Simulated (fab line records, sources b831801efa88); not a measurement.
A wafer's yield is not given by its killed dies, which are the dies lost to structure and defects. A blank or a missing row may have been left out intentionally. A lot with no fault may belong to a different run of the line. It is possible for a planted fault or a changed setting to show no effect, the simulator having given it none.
2 desks looking at one fault :: flow gf180mcu :: each desk has only its own numbers; what lay behind them comes last

## METROLOGY DESK
What the gauges read, lot by lot, whatever tool the lot ran on: means of the sampled wafers that have a number. Marked OUT: a lot whose mean sits more than 4 standard deviations from the usual mean, which makes it out of limits; the brackets give that distance.
Columns: A = cdNm at GF_NSD_CD_MEAS_07, usual 399.6 nm; B = SAB_CVD_00_THK at GF_SAB_THK_MEAS_01, usual 49.9 nm; C = SAB_OVL at GF_SAB_OVL_MEAS_10, usual 1.3 nm
lot: L948
first seen here: day 13 19:30
A: 397.3
B: 48.5
C: 2.0

lot: L952
first seen here: day 15 02:36
A: 399.2
B: 49.7
C: -0.2

lot: L954
first seen here: day 16 03:23
A: 398.7
B: 50.1
C: 0.1

lot: L957
first seen here: day 16 13:26
A: 402.4
B: 50.4
C: 0.4

lot: L959
first seen here: day 17 13:36
A: 400.7
B: 50.3
C: -0.2

lot: L962
first seen here: day 18 13:49
A: 397.5
B: 49.5
C: 1.7

lot: L963
first seen here: day 18 19:43
A: 403.3
B: 49.7
C: 0.8

lot: L964
first seen here: day 19 04:31
A: 401.4
B: 49.9
C: 3.0

lot: L965
first seen here: day 19 14:32
A: 399.8
B: 56.8 (+11) OUT
C: 1.4

lot: L967
first seen here: day 20 05:06
A: 395.9
B: 50.9
C: 3.2

lot: L968
first seen here: day 20 11:23
A: 400.5
B: 49.7
C: 1.3

lot: L969
first seen here: day 20 18:56
A: 399.3
B: 50.2
C: 0.5

lot: L970
first seen here: day 21 03:37
A: 395.9
B: 49.8
C: 1.8
Per this desk, out of limits: L965; the first was L965, day 20 15:36 (SAB_CVD_00_THK at GF_SAB_THK_MEAS_01). Within limits: L948, L952, L954, L957, L959, L962, L963, L964, L967, L968, L969, L970.

## THE TOOL OWNER'S DESK: pecvd-03
The tool's own readings at GF_SAB_CVD_00 (deposits SiO2 from TEOS, target thk 50 nm, time 4.9302 s): means of the sampled wafers that have a number, for each lot that ran on this tool. Marked OUT: a lot whose mean sits more than 4 standard deviations from the usual mean, which makes it out of limits; the brackets give that distance.
Columns: A = heaterPowerW at GF_SAB_CVD_00, usual 615 W; B = rfFwdPowerW at GF_SAB_CVD_00, usual 588 W
lot: L948
first seen here: day 14 16:52
A: 595
B: 588

lot: L952
first seen here: day 16 01:00
A: 611
B: 586

lot: L954
first seen here: day 17 03:10
A: 625
B: 586

lot: L957
first seen here: day 17 14:02
A: 632
B: 588

lot: L963
first seen here: day 19 22:04
A: 640
B: 586

lot: L965
first seen here: day 20 15:34
A: 613
B: 588
This desk's finding: nothing out of limits on any of the 6 lots.

## ALL TOGETHER
At day 20 15:36 the metrology desk could have sounded an alarm, on L965.
The desk of the tool owner found nothing out of limits.
On record at the tool owner's desk: L965, within its limits.
All the named lots went through GF_SAB_CVD_00 on pecvd-03.

## WHAT THE SIMULATOR PUT IN
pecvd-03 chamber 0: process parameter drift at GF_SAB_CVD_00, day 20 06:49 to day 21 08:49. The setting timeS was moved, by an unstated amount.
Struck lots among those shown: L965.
Hours from the fault's start to each desk's first reading out of limits: the metrology desk, 9.
